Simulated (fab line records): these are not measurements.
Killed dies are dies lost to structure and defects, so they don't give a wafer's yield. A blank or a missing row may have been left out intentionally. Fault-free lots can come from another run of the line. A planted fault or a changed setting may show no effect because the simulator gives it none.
A single fault, viewed from 2 desks    flow gf180mcu    only its own numbers are on each desk; what lay behind them is given at the end

## TOOL OWNER'S DESK, krf_scanner-02
The tool's own readings at GF_V4_EXPOSE_11 (exposes mask Via4, target cd 260 nm): means of the sampled wafers that have a number, for each lot that ran on this tool. Any lot whose mean is over 4 standard deviations away from the usual mean is out of limits and marked OUT; that distance is given in the brackets.
Columns: A = exposure_dose_mJ_cm2 at GF_V4_EXPOSE_11, usual 38.00; B = focus_offset_nm at GF_V4_EXPOSE_11, usual 0.0 nm; C = reticle_temp_C at GF_V4_EXPOSE_11, usual 22.98 C
lot   first seen here  A      B     C
L209  day 24 02:02     38.01  -0.1  22.91
L210  day 24 06:32     38.00  0.1   23.06
L212  day 25 02:40     38.03  0.2   22.98
L215  day 25 22:59     37.98  0.4   22.94
L229  day 30 07:17     37.99  0.3   22.93
L230  day 30 12:02     38.02  0.0   22.99
L231  day 30 14:23     38.04  -0.6  23.04
L232  day 31 04:38     38.04  -0.1  23.18
This desk's finding: nothing out of limits on any of the 8 lots.

## AT THE METROLOGY DESK
Lot by lot, what the gauges showed, no matter which tool ran the lot: averages of those sampled wafers that carry a number. Any lot whose mean is over 4 standard deviations away from the usual mean is out of limits and marked OUT; that distance is given in the brackets.
Columns: A = M4_OVL at GF_M4_OVL_MEAS_15, usual 0 nm; B = V4_CVD_00_THK at GF_V4_THK_MEAS_01, usual 600 nm; C = V4_BOW at GF_V4_BOW_MEAS_05, usual 137 um
lot   first seen here  A   B    C
L209  day 23 13:22     1   601  130
L210  day 23 17:49     -1  601  122
L212  day 24 14:43     -2  602  148
L215  day 25 11:16     5   598  134
L216  day 25 20:16     -4  602  140
L218  day 26 17:29     -4  603  142
L220  day 27 08:36     -4  606  132
L221  day 27 11:37     -4  593  140
L222  day 27 19:01     3   592  135
L223  day 28 00:01     -1  596  140
L227  day 29 04:50     -1  601  128
L229  day 29 19:28     -1  599  145
L230  day 30 00:48     5   598  155
L231  day 30 03:59     -3  604  129
L232  day 30 18:10     1   597  146
This desk's finding: nothing out of limits on any of the 15 lots.

## PUT TOGETHER
The desk of the tool owner found nothing out of limits.
From the metrology desk's view, nothing was out of limits.

## WHAT WAS PUT IN BY THE SIMULATOR
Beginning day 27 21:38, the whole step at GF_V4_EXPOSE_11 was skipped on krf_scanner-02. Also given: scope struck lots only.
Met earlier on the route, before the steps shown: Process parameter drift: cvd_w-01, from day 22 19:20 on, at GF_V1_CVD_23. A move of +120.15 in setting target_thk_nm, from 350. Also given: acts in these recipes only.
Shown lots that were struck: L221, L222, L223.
